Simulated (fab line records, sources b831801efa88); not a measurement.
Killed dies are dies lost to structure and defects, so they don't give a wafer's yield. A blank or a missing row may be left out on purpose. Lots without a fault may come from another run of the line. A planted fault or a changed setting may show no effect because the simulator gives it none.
Which tool did it? | flow gf180mcu | 6 lots, 18 wafers sampled, at 3 steps of a route of 602

WHAT THE GAUGES READ, wafer by wafer
GF_M2_RS_MEAS_05: measures by four-point-probe.
lot  | measured     | on            | M2_ALCU_RS (ohm/sq)
L465 | day 20 00:31 | film_metro-03 | 0.0698 0.0694 0.0689
L467 | day 20 19:29 | film_metro-02 | 0.0698 0.0703 0.0707
L469 | day 22 00:01 | film_metro-01 | 0.0706 0.0705 0.0701
L474 | day 23 13:35 | film_metro-01 | 0.0698 0.0693 0.0697
L480 | day 25 09:28 | film_metro-03 | 0.0699 0.0695 0.0696
L483 | day 26 06:07 | film_metro-01 | 0.0689 0.0686 0.0691

WHICH TOOL RAN EACH LOT (tool, then ch and the chambers of the sampled wafers, then the start)
lot  | GF_NWELL_COAT_02                 | GF_NWELL_STRIP_10
L465 | litho_track-04 ch 0, day 3 22:32 | plasma_asher-01 ch 0,1, day 4 05:52
L467 | litho_track-04 ch 0, day 4 08:05 | plasma_asher-01 ch 0,1, day 4 15:25
L469 | litho_track-01 ch 0, day 4 23:22 | plasma_asher-03 ch 0,1, day 5 07:09
L474 | litho_track-04 ch 0, day 5 23:38 | plasma_asher-03 ch 0,1, day 6 07:37
L480 | litho_track-01 ch 0, day 7 08:31 | plasma_asher-01 ch 0,1, day 7 16:38
L483 | litho_track-01 ch 0, day 8 01:58 | plasma_asher-01 ch 0,1, day 8 10:37
- GF_NWELL_COAT_02: resist thk 3000 nm.
- GF_NWELL_STRIP_10: strips in O2/N2.

THE ANSWER, worked out from the rows above alone
Rule: what is usual is taken from the lots themselves. Put in order of their means at a reading, lots are off if they are a third of the lots or fewer, leave a main group of 4 or more, and stand apart from it by a gap of 3 or more times the standard deviation of the main group's means; of several such gaps the widest counts. A main group whose means are all the same, to the digits that the tables above print for the reading, isn't used. A lot without any number at a reading at which 4 lots or more have one is off too. The other lots that the step has rows for count as sound.
No lot is off at any reading shown: from this, nothing can be told.

WHAT THE SIMULATOR HAD PUT IN
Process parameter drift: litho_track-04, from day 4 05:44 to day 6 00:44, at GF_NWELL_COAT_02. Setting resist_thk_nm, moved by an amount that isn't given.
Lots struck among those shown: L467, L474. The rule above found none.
